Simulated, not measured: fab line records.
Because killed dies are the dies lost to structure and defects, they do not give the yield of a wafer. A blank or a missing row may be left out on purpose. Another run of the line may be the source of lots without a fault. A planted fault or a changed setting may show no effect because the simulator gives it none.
Struck lot and sound lot, side by side	flow sky130	17 out of 708 route steps
Sound: these wafers, L967.4, L967.5, L967.6. Wafers struck: L955.1, L955.3, L955.4. The cause comes at the end.
Order at every step that has rows: each side's tool, ch and its chambers, its first start. Under that, the readings that differ: sound wafers	struck wafers	difference of the means	sigmas: that difference in standard deviations of wafers without a fault.
alike: words and numbers the same on both sides, and readings whose means are apart by under 2 such deviations; not compared: readings that were withheld, readings missing a value for some wafer, numbers with overlapping values and no deviation given by the record, and bounds like >300 which may hide the same value.
The two part at a step that has a row with sigmas, a row that says differs or no value, or rows on one side only. Non-overlapping numbers with no deviation appear without sigmas and do not part them. Lack of a reading on every wafer of one side parts them only where that side has two or more wafers.

SKY_VIA3_CMP_02: polishes SiO2.
  sound on cmp-02 ch 0,1, day 43 13:51; struck on cmp-01 ch 1,2,3, day 40 01:55
  alike: head_pressure_psi, motor_current_A
SKY_VIA3_BOW_MEAS_03:
  sound on film_metro-02 at day 43 14:10; struck on film_metro-03 at day 40 02:10
  alike: VIA3_BOW
then, 4 steps without rows for these wafers: SKY_VIA3_DEHYDRATE_04 (time 60 s); SKY_VIA3_HMDS_05 (prime time 60 s); SKY_VIA3_COAT_06 (resist thk 60 nm); SKY_VIA3_COAT_07 (resist thk 450 nm).
SKY_VIA3_SOFTBAKE_08: time 92.91 s.
  sound: litho_track-02 ch 0; struck: litho_track-03 ch 0
  alike: plate_sensor_t_centre_C, plate_sensor_t_edge_C, resist_line_temp_C, softbake_temp_c
then, 3 steps without rows for these wafers: SKY_VIA3_EXPOSE_09 (exposes mask VIM3, target cd 200 nm); SKY_VIA3_PEB_10; SKY_VIA3_DEVELOP_11 (develop time 60 s).
SKY_VIA3_CD_MEAS_12: target cd 200 nm.
  sound on cd_sem-02 at day 44 13:15; struck on cd_sem-01 at day 41 02:38
  alike: cd_nm
SKY_VIA3_OVL_MEAS_13:
  sound on overlay-02 at day 44 13:20; struck on overlay-01 at day 41 02:46
  alike: VIA3_OVL
SKY_VIA3_ETCH_14: etches BARC in N2/H2, stops on SiO2, time 45.9 s, target depth 60 nm.
  sound on rie_diel-02 ch 0,1,3, day 44 13:21; struck on rie_diel-03 ch 1,3, day 41 02:47
  no value came back on the struck wafers for any of 6 readings (bias_w (W), chamber_pressure_mTorr (mTorr) and others); on the sound wafers bias_w (W) reads 99.58 100.21 99.88
reading	sound	struck	difference	sigmas
model.KrF-thick_of_VIA3_COAT_07.thk_nm (nm)	393.6 394.3 394.1	435.9 435.5 434.5	+41.3	
  not compared: rf_hours_counter_h
SKY_VIA3_ETCH_15: etches SiO2 in C4F8/O2/Ar, stops on TiN, target depth 507 nm, time 78 s.
  sound on rie_diel-02 ch 0,1,3, day 44 13:23; struck on rie_diel-03 ch 1,3, day 41 02:50
reading	sound	struck	difference	sigmas
oes_product_au (a.u.)	0.945 0.950 0.944	0.383 0.373 0.376	-0.569	-99 or more
model.KrF-thick_of_VIA3_COAT_07.thk_nm (nm)	291.2 292.1 292.9	332.2 332.1 330.7	+39.6	
  alike: bias_w, chamber_pressure_mTorr
  not compared: rf_hours_counter_h
SKY_VIA3_STRIP_16: strips in O2/N2.
  sound on plasma_asher-04 ch 0,1, day 44 13:29; struck on plasma_asher-02 ch 0,1, day 41 02:54
reading	sound	struck	difference	sigmas
oes_product_au (a.u.)	0.399 0.402 0.399	0.419 0.418 0.415	+0.017	+4
strip_time_to_endpoint_s (s)	4.126 4.157 4.154	4.557 4.562 4.537	+0.406	+14
  alike: chamber_pressure_mTorr, drypump_motor_current_A, o2_flow_sccm
  not compared: rf_hours_counter_h
then, 1 step without rows for these wafers: SKY_VIA3_STRIP_17 (strips in post etch residue remover, time 1200 s).
-- the record jumps here: 6 days lie between the struck wafers' starts before and after (it left off in module VIA3 and takes up again in module PAD_OPEN, whose first step shown is number 708 of the route) --
SKY_PAD_OPEN_PROBE_99:
  sound on prober-01 at day 49 21:53; struck on prober-02 at day 47 02:29
reading	sound	struck	difference	sigmas
defect_limited_yield (%)	84.6 85.0 87.6	0 0 0	-86	-43
killed_at_M0_to_M3	37 34 27	455 452 450	+420	+62
killed_dies	76 74 61	492 492 492	+422	+43
killed_on_rim	11 17 14	96 96 96	+82	+20
sort_bin_5_function (%)	8.9 8.7 7.9	94.1 92.3 92.5	+84.5	+60
sort_n_pass	416 418 431	0 0 0	-422	-43
sort_yield_pct (%)	84.6 85.0 87.6	0 0 0	-86	-43
  alike: killed_at_M4_up, killed_at_contacts, killed_at_front_end, killed_at_other, killed_open, killed_short, sort_bin_3_pad_short, sort_bin_6_memory

WHERE THEY PART
At SKY_VIA3_ETCH_14 first; at SKY_PAD_OPEN_PROBE_99 last (within this record only).

WHY: whatever the simulator had introduced
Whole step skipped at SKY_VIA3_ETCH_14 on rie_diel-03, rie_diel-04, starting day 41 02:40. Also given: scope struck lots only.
